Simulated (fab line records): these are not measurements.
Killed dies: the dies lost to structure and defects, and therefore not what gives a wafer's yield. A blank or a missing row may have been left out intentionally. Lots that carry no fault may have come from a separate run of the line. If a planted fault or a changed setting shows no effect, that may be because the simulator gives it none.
Matching of chambers / flow sky130 / 4 sister chambers for SKY_LI_CONTACT_ETCH_15 on rieDiel-02
The step etches PSG in C4F8/O2/Ar, stops on Si, target depth 600 nm. 16 wafers are shown with their chamber, then 8 later ones without.

== EACH WAFER AND ITS CHAMBER ==
wafer=L849.2; chamber=3; oesProductAu (a.u.)=0.838
wafer=L849.5; chamber=2; oesProductAu (a.u.)=0.844
wafer=L849.6; chamber=1; oesProductAu (a.u.)=0.838
wafer=L850.2; chamber=1; oesProductAu (a.u.)=0.852
wafer=L850.4; chamber=2; oesProductAu (a.u.)=0.833
wafer=L850.6; chamber=3; oesProductAu (a.u.)=0.831
wafer=L855.4; chamber=1; oesProductAu (a.u.)=0.843
wafer=L855.5; chamber=1; oesProductAu (a.u.)=0.833
wafer=L855.6; chamber=0; oesProductAu (a.u.)=0.838
wafer=L860.2; chamber=1; oesProductAu (a.u.)=0.834
wafer=L860.3; chamber=0; oesProductAu (a.u.)=0.837
wafer=L860.6; chamber=3; oesProductAu (a.u.)=0.842
wafer=L861.1; chamber=0; oesProductAu (a.u.)=0.837
wafer=L861.5; chamber=0; oesProductAu (a.u.)=0.823
wafer=L861.6; chamber=3; oesProductAu (a.u.)=0.832
wafer=L863.3; chamber=1; oesProductAu (a.u.)=0.835

SIGNATURES (averages over the wafers above)
reading=oesProductAu; chamber 0=0.83375; chamber 1=0.83917; chamber 2=0.83850; chamber 3=0.83575; scatter within a chamber=0.00682
Rule: distance of a wafer from a chamber = root of the sum over the readings of ((wafer's reading minus chamber's mean) / reading's scatter) squared. If the next closest chamber is less than 2 further off than the closest, the wafer can't be placed; otherwise it belongs to the closest. The scatter: the root of (the sum of the squares of (reading less its chamber's mean) over the shown wafers, divided by (wafers less chambers)).

== WAFERS WHOSE CHAMBER IS MISSING ==
wafer=L863.4; oesProductAu (a.u.)=0.835
wafer=L863.5; oesProductAu (a.u.)=0.842
wafer=L864.1; oesProductAu (a.u.)=0.838
wafer=L864.5; oesProductAu (a.u.)=0.835
wafer=L864.6; oesProductAu (a.u.)=0.842
wafer=L868.1; oesProductAu (a.u.)=0.831
wafer=L868.5; oesProductAu (a.u.)=0.838
wafer=L868.6; oesProductAu (a.u.)=0.838

== CHAMBER TAKEN BY EACH ==
wafer=L863.4; from the rows above=can't be placed: 3 or 0 or 2 or 1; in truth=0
wafer=L863.5; from the rows above=can't be placed: 1 or 2 or 3 or 0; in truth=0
wafer=L864.1; from the rows above=can't be placed: 2 or 1 or 3 or 0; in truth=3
wafer=L864.5; from the rows above=can't be placed: 3 or 0 or 2 or 1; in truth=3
wafer=L864.6; from the rows above=can't be placed: 1 or 2 or 3 or 0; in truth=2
wafer=L868.1; from the rows above=can't be placed: 0 or 3 or 2 or 1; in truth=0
wafer=L868.5; from the rows above=can't be placed: 2 or 1 or 3 or 0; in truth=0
wafer=L868.6; from the rows above=can't be placed: 2 or 1 or 3 or 0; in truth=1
Placed correctly: 0 of 8. Can't be placed from these rows: 8 (the true chamber is among the candidates in 8). Wrongly placed: 0.
